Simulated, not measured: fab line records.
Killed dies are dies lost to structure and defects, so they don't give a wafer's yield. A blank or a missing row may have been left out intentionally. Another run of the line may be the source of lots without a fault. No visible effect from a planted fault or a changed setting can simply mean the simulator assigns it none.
2 desks, one fault	flow sky130	numbers are kept per desk, each desk with only its own; the story behind them comes last

## TOOL OWNER'S DESK, cvd-w-01
The tool's own readings at SKY_VIA3_CVD_21 (deposits W, target thk 390 nm, time 117.31 s): means of the sampled wafers that have a number, for each lot that ran on this tool. If a lot's mean is further than 4 standard deviations from the usual mean, the lot is out of limits and carries the mark OUT (the distance appears in the brackets).
Columns: A = chamber-pressure-Torr at SKY_VIA3_CVD_21, usual 40.00 Torr; B = heater-power-w at SKY_VIA3_CVD_21, usual 849 W
lot	first seen here	A	B
L593	day 41 09:15	40.01	885
L602	day 43 03:06	40.05	884
Finding of this desk: none of the 2 lots has anything out of limits.

## FROM THE METROLOGY DESK
What the gauges read for every lot (on any tool): the sampled wafers with a number, averaged. If a lot's mean is further than 4 standard deviations from the usual mean, the lot is out of limits and carries the mark OUT (the distance appears in the brackets).
Columns: A = cd-nm at SKY_VIA3_CD_MEAS_12, usual 199.5 nm; B = VIA3_W_RS at SKY_VIA3_RS_MEAS_22, usual 0.294 ohm/sq; C = VIA3_W_THK at SKY_VIA3_THK_MEAS_23, usual 385 nm
lot	first seen here	A	B	C
L591	day 39 07:29	200.0	0.293	381
L592	day 39 19:17	199.3	0.289	390
L594	day 41 06:10	200.1	0.295	385
L595	day 41 08:14	200.5	0.290	390
L593	day 41 08:22	200.5	0.294	386
L602	day 43 02:11	200.1	0.231 (-13) OUT	371
L604	day 43 14:16	198.8	0.291	394
L608	day 44 07:29	200.0	0.292	381
L609	day 45 00:10	197.9	0.287	390
L613	day 45 14:13	199.1	0.292	390
This desk's result: L602 out of limits, first on L602 (VIA3_W_RS at SKY_VIA3_RS_MEAS_22), day 43 03:13. L591, L592, L594, L595, L593, L604, L608, L609, L613 stayed within limits.

## PUT TOGETHER
On L602, the metrology desk was in a position to raise an alarm at day 43 03:13.
Nothing out of limits was seen by the tool owner's desk.
The tool owner's desk has L602 on record, within its limits.
Of the lots named, all ran SKY_VIA3_CVD_21 on cvd-w-01.

## WHAT THE SIMULATOR HAD INSERTED
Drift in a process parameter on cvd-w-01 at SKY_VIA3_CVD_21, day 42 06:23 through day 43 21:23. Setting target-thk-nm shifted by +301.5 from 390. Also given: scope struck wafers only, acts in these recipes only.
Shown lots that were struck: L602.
Hours from the fault's start to each desk's first reading out of limits: the metrology desk, 21.
